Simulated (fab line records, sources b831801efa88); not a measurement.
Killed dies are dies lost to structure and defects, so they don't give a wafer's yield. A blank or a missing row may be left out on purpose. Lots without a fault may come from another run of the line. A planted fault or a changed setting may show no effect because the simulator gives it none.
Chamber matching | flow sky130 | SKY_FIELD_ISO_ETCH_14 on rie_diel-03: 4 sister chambers
The step etches BARC in N2/H2, stops on SiO2, time 45.9 s, target depth 60 nm. 8 wafers are shown with their chamber, then 9 later ones without.

WAFERS WITH THEIR CHAMBER
wafer  | chamber | drypump_motor_current_A (A) | throttle_valve_pct (%)
L539.2 | 2       | 5.8                         | 13.223
L542.1 | 2       | 5.8                         | 13.218
L550.1 | 3       | 6.2                         | 13.210
L550.4 | 1       | 5.8                         | 13.219
L550.6 | 0       | 5.6                         | 13.231
L554.1 | 3       | 6.2                         | 13.218
L554.5 | 0       | 5.5                         | 13.230
L554.6 | 1       | 5.8                         | 13.220

WAFERS WITHOUT THEIR CHAMBER
wafer  | drypump_motor_current_A (A) | throttle_valve_pct (%)
L556.3 | 5.8                         | 13.225
L556.4 | 5.8                         | 13.239
L556.5 | 5.8                         | 13.216
L557.1 | 5.8                         | 13.227
L557.3 | 5.5                         | 13.230
L557.5 | 5.8                         | 13.219
L558.2 | 5.5                         | 13.229
L558.5 | 6.2                         | 13.207
L558.6 | 5.8                         | 13.215

WHICH CHAMBER EACH WENT THROUGH
wafer  | from the rows above     | in truth
L556.3 | can't be placed: 2 or 1 | 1
L556.4 | can't be placed: 2 or 1 | 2
L556.5 | can't be placed: 1 or 2 | 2
L557.1 | can't be placed: 2 or 1 | 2
L557.3 | 0                       | 0
L557.5 | can't be placed: 1 or 2 | 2
L558.2 | 0                       | 0
L558.5 | 3                       | 3
L558.6 | can't be placed: 1 or 2 | 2
Placed correctly: 3 of 9. Can't be placed from these rows: 6 (the true chamber is among the candidates in 6). Placed wrongly: 0.
How it was worked out, from the rows above alone: a wafer's distance from a chamber is the root of the sum, over the readings, of the square of ((its reading less the chamber's mean) divided by the reading's scatter). The wafer belongs to the nearest chamber; if the next one is less than 2 further off, it can't be placed. A chamber's mean is the mean of its shown wafers. The scatter: the root of (the sum of the squares of (reading less its chamber's mean) over the shown wafers, divided by (wafers less chambers)).
